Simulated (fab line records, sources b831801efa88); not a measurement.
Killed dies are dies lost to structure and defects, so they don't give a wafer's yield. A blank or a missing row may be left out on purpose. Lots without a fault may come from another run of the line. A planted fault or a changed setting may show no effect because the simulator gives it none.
Which tool did it? | flow sky130 | 13 lots, 38 wafers sampled, at 4 steps of a route of 708

WHAT THE GAUGES READ, wafer by wafer
SKY_FIELD_ISO_THK_MEAS_04.
lot  | measured    | on            | FIELD_ISO_CVD_03_THK (nm)
L556 | day 1 16:05 | film_metro-02 | 164.3 164.4 163.9
L557 | day 1 19:21 | film_metro-01 | 163.4 163.6 163.8
L558 | day 2 00:04 | film_metro-02 | 166.0 166.4 166.0
L559 | day 2 05:40 | film_metro-02 | 164.1 164.7 165.0
L560 | day 2 10:46 | film_metro-02 | 166.4 165.9 165.5
L561 | day 2 14:29 | film_metro-01 | 165.4 164.9 166.1
L565 | day 3 11:19 | film_metro-04 | 166.8 167.2
L570 | day 4 14:08 | film_metro-02 | 166.6 166.6 169.0
L571 | day 4 18:29 | film_metro-04 | 163.4 166.4 165.9
L572 | day 4 22:13 | film_metro-04 | 164.8 165.3 164.4
L575 | day 5 13:23 | film_metro-04 | 168.3 169.1 169.0
L577 | day 5 22:29 | film_metro-02 | 165.3 166.2 166.8
L578 | day 6 04:38 | film_metro-01 | 164.8 165.8 166.1

SKY_NWELL_TW_MEAS_15.
lot  | measured     | on            | NWELL_TW
L556 | day 4 14:03  | film_metro-01 | 1806 1796 1810
L557 | day 4 19:46  | film_metro-04 | 1821 1821 1824
L558 | day 5 00:54  | film_metro-04 | 1819 1819 1819
L559 | day 5 04:48  | film_metro-04 | 1821 1809 1817
L560 | day 5 12:34  | film_metro-03 | 1831 1834 1843
L561 | day 5 16:19  | film_metro-03 | 1837 1837 1830
L565 | day 6 20:37  | film_metro-04 | 1807 1818
L570 | day 7 21:13  | film_metro-04 | 1815 1811 1819
L571 | day 8 06:10  | film_metro-01 | 1838 1828 1835
L572 | day 8 06:51  | film_metro-03 | 1837 1824 1831
L575 | day 9 06:43  | film_metro-01 | 1815 1826 1824
L577 | day 10 03:54 | film_metro-03 | 1832 1833 1837
L578 | day 10 03:33 | film_metro-01 | 1822 1837 1824

WHICH TOOL RAN EACH LOT (tool, then ch and the chambers of the sampled wafers, then the start)
lot  | SKY_FIELD_ISO_ETCH_14             | SKY_FIELD_ISO_ETCH_17
L556 | rie_diel-01 ch 1,2,3, day 2 07:05 | rie_si-02 ch 0,2,3, day 2 07:17
L557 | rie_diel-02 ch 0,2,3, day 2 10:20 | rie_si-01 ch 0,1,3, day 2 10:32
L558 | rie_diel-04 ch 0,2,3, day 2 15:08 | rie_si-02 ch 1,3, day 2 15:20
L559 | rie_diel-01 ch 1,2,3, day 2 21:11 | rie_si-02 ch 1,2,3, day 2 21:23
L560 | rie_diel-01 ch 0,2,3, day 3 02:11 | rie_si-02 ch 2,3, day 3 02:23
L561 | rie_diel-01 ch 0,1,2, day 3 06:11 | rie_si-01 ch 0,1,2, day 3 06:23
L565 | rie_diel-01 ch 1, day 4 02:59     | rie_si-02 ch 2,3, day 4 03:11
L570 | rie_diel-01 ch 1,3, day 5 07:38   | rie_si-02 ch 0,1,3, day 5 07:50
L571 | rie_diel-01 ch 0,1,3, day 5 11:23 | rie_si-02 ch 0,1,3, day 5 11:35
L572 | rie_diel-02 ch 1,2,3, day 5 15:26 | rie_si-01 ch 1,3, day 5 15:38
L575 | rie_diel-04 ch 2,3, day 6 07:17   | rie_si-01 ch 2,3, day 6 07:29
L577 | rie_diel-02 ch 2,3, day 6 17:50   | rie_si-01 ch 2,3, day 6 18:02
L578 | rie_diel-04 ch 2,3, day 6 23:44   | rie_si-01 ch 0,2, day 6 23:56
- SKY_FIELD_ISO_ETCH_14: etches BARC in N2/H2, stops on SiO2, time 45.9 s, target depth 60 nm.
- SKY_FIELD_ISO_ETCH_17: etches Si in HBr/Cl2/O2, target depth 342 nm, time 97.7 s.

WHAT THE TOOLS THEMSELVES READ (means of the sampled wafers that have a number; where no wafer has one, the mark that the record gives instead)
SKY_FIELD_ISO_ETCH_14.
lot  | tool        | drypump_motor_current_A (A) | n2_flow_sccm (sccm) | oes_product_au (a.u.) | throttle_valve_pct (%)
L556 | rie_diel-01 | 5.3                         | 100.1               | 0.853                 | 13.233
L557 | rie_diel-02 | 6.1                         | 99.9                | 0.853                 | 13.222
L558 | rie_diel-04 | 5.5                         | 100.0               | 0.856                 | 13.227
L559 | rie_diel-01 | 5.3                         | 99.9                | 0.857                 | 13.221
L560 | rie_diel-01 | 5.6                         | 100.0               | 0.854                 | 13.225
L561 | rie_diel-01 | 5.4                         | 100.4               | 0.856                 | 13.231
L565 | rie_diel-01 | 4.7                         | 99.5                | 0.855                 | 13.220
L570 | rie_diel-01 | 4.9                         | 99.9                | 0.857                 | 13.226
L571 | rie_diel-01 | 5.2                         | 100.0               | 0.853                 | 13.221
L572 | rie_diel-02 | 5.9                         | 99.8                | 0.854                 | 13.220
L575 | rie_diel-04 | 5.3                         | 100.0               | 0.855                 | 13.234
L577 | rie_diel-02 | 5.9                         | 100.1               | 0.854                 | 13.232
L578 | rie_diel-04 | 5.3                         | 100.1               | 0.853                 | 13.221

SKY_FIELD_ISO_ETCH_17.
lot  | tool      | drypump_motor_current_A (A) | oes_product_au (a.u.) | throttle_valve_pct (%)
L556 | rie_si-02 | 6.2                         | 0.992                 | 25.665
L557 | rie_si-01 | 5.5                         | 1.004                 | 25.646
L558 | rie_si-02 | 6.3                         | 0.996                 | 25.645
L559 | rie_si-02 | 6.5                         | 0.993                 | 25.662
L560 | rie_si-02 | 6.3                         | 0.990                 | 25.667
L561 | rie_si-01 | 5.7                         | 0.996                 | 25.665
L565 | rie_si-02 | 6.3                         | 0.847                 | 25.754
L570 | rie_si-02 | 6.2                         | 0.916                 | 25.716
L571 | rie_si-02 | 6.2                         | 0.908                 | 25.722
L572 | rie_si-01 | 5.2                         | 1.011                 | 25.653
L575 | rie_si-01 | 5.1                         | 1.003                 | 25.653
L577 | rie_si-01 | 5.0                         | 1.002                 | 25.654
L578 | rie_si-01 | 5.6                         | 0.986                 | 25.668

THE ANSWER, worked out from the rows above alone
Rule: what is usual is taken from the lots themselves. Put in order of their means at a reading, lots are off if they are a third of the lots or fewer, leave a main group of 4 or more, and stand apart from it by a gap of 3 or more times the standard deviation of the main group's means; of several such gaps the widest counts. A main group whose means are all the same, to the digits that the tables above print for the reading, isn't used. A lot without any number at a reading at which 4 lots or more have one is off too. The other lots that the step has rows for count as sound. The gauges are gone through in route order, then the tools' own readings, and for those a lot's mean is taken as printed above. The first step at which some lot is off is used, and at that step the reading that is off furthest; a lot without a number counts as furthest.
Off: L565, L570, L571, at SKY_FIELD_ISO_ETCH_17 (oes_product_au). The main group: mean 0.997 a.u., standard deviation 0.0072.
A tool fits if, at that step or a process step before it, it ran every lot that is off, and no sound lot after the first of them. Can't be told from this: 2 tools fit, rie_diel-01 at SKY_FIELD_ISO_ETCH_14, rie_si-02 at SKY_FIELD_ISO_ETCH_17.

WHAT THE SIMULATOR HAD PUT IN
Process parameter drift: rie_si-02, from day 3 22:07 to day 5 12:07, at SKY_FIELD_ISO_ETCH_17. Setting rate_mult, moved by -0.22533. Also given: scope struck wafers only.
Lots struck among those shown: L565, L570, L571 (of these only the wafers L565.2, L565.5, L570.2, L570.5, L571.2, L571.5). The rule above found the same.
